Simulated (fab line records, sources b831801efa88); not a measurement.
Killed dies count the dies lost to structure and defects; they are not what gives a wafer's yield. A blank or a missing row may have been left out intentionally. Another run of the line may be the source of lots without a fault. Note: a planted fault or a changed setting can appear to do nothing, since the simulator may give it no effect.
Which tool was responsible? -- flow sky130 -- Sampling: 6 lots, 18 wafers, 2 of 708 route steps

WHAT THE GAUGES SHOWED, per wafer
SKY_LOCAL_INTERCONNECT_CD_MEAS_11: target cd 170 nm.
lot,measured,on,cd_nm (nm)
L432,day 32 00:25,cd_sem-01,168.9 169.4 170.5
L439,day 33 16:50,cd_sem-01,169.4 169.0 170.5
L443,day 34 21:34,cd_sem-02,168.7 168.3 168.1
L449,day 36 15:41,cd_sem-02,170.0 172.2 171.2
L451,day 37 06:56,cd_sem-01,171.0 171.9 172.8
L453,day 37 20:11,cd_sem-02,171.2 172.7 171.5

TOOL THAT RAN EACH LOT (tool first, then ch and the chambers of the sampled wafers, then the start)
lot,SKY_LI_CONTACT_ETCH_15
L432,"rie_diel-03 ch 1,2,3, day 30 19:20"
L439,"rie_diel-04 ch 0,2, day 32 12:55"
L443,"rie_diel-01 ch 1,3, day 33 17:26"
L449,"rie_diel-04 ch 0,1,3, day 35 12:41"
L451,"rie_diel-04 ch 0,1,2, day 36 03:50"
L453,"rie_diel-04 ch 1,2,3, day 36 15:47"
- SKY_LI_CONTACT_ETCH_15: etches PSG in C4F8/O2/Ar, stops on Si, target depth 600 nm.

THE ANSWER, worked out from the rows above alone
Rule: the usual values come from the lots themselves. The widest of any qualifying gaps counts: lots, ordered by their means at a reading, are off when they make up no more than a third of the lots, leave a main group of 4 or more, and stand apart from it by 3 or more times the standard deviation of that group's means. A main group whose means are all the same, to the digits that the tables above print for the reading, isn't used. A lot without any number at a reading at which 4 lots or more have one is off too. The other lots that the step has rows for count as sound.
Across all readings shown, no lot is off: no conclusion can be drawn from this.

WHAT THE SIMULATOR PUT IN
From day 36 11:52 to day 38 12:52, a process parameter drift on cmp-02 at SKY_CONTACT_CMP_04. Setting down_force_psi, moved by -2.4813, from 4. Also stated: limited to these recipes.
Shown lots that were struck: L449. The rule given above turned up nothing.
